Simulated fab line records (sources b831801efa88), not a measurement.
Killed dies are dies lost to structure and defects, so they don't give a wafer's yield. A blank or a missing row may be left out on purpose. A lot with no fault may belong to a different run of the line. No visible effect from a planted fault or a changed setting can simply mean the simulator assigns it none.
2 desks, one fault ; flow sky130 ; numbers are kept per desk, each desk with only its own; the story behind them comes last

## FROM THE METROLOGY DESK
Lot by lot, what the gauges showed, no matter which tool ran the lot: averages of those sampled wafers that carry a number. If a lot's mean is further than 4 standard deviations from the usual mean, the lot is out of limits and carries the mark OUT (the distance appears in the brackets).
Columns: A = VIA1_W_THK at SKY_VIA1_THK_MEAS_23, usual 278.6 nm
lot;first seen here;A
L835;day 34 17:18;280.8
L836;day 35 09:46;281.8
L837;day 36 00:38;278.9
L845;day 38 12:52;277.4
L847;day 38 17:23;282.9
L848;day 38 21:53;280.9
L850;day 40 07:05;275.8
L851;day 40 10:55;276.6
L852;day 40 13:18;277.7
L853;day 40 17:28;274.6
L854;day 41 00:13;276.8
L855;day 41 01:34;281.2
This desk's finding: nothing out of limits on any of the 12 lots.

## FOR THE TOOL OWNER'S DESK: implanter-04
The tool's own readings at SKY_POLY_GATE_IMPLANT_02: means of the sampled wafers that have a number, for each lot that ran on this tool. If a lot's mean is further than 4 standard deviations from the usual mean, the lot is out of limits and carries the mark OUT (the distance appears in the brackets).
Columns: A = beam-on-s at SKY_POLY_GATE_IMPLANT_02, usual 34.8 s; B = end-station-pressure-torr at SKY_POLY_GATE_IMPLANT_02, usual 1.1e-05 Torr; C = faraday-current-uA at SKY_POLY_GATE_IMPLANT_02, usual 12182
lot;first seen here;A;B;C
L835;day 15 22:24;34.5;1.1e-05;12300
L836;day 16 15:06;37.3;3.7e-05 (+47) OUT;11261
L837;day 17 04:09;37.7;3.9e-05 (+50) OUT;11123 (-4.1) OUT
L850;day 22 11:18;35.5;1.1e-05;11937
L852;day 22 13:42;34.3;1.0e-05;12369
L853;day 22 22:39;35.2;1.0e-05;12073
L854;day 23 05:13;34.5;1.1e-05;12336
L855;day 23 11:04;34.8;1.1e-05;12214
This desk's verdict: out of limits on L836, L837, starting with L836 at day 16 15:06 (end-station-pressure-torr at SKY_POLY_GATE_IMPLANT_02). In limits: L835, L850, L852, L853, L854, L855.

## ALL TOGETHER
The tool owner's desk could have raised an alarm at day 16 15:06, on L836, L837.
From the metrology desk's view, nothing was out of limits.
The metrology desk has L836, L837 on record, within its limits.
On implanter-04, each named lot ran SKY_POLY_GATE_IMPLANT_02.

## WHAT THE SIMULATOR HAD PUT IN
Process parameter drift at SKY_POLY_GATE_IMPLANT_02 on implanter-04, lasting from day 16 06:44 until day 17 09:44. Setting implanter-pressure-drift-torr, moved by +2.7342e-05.
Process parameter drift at SKY_POLY_GATE_IMPLANT_02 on implanter-04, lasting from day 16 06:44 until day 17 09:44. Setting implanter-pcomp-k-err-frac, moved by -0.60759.
Lots struck among those shown: L836, L837.
How many hours passed from the start of the fault until each desk's first out-of-limits reading: the tool owner's desk, 8.
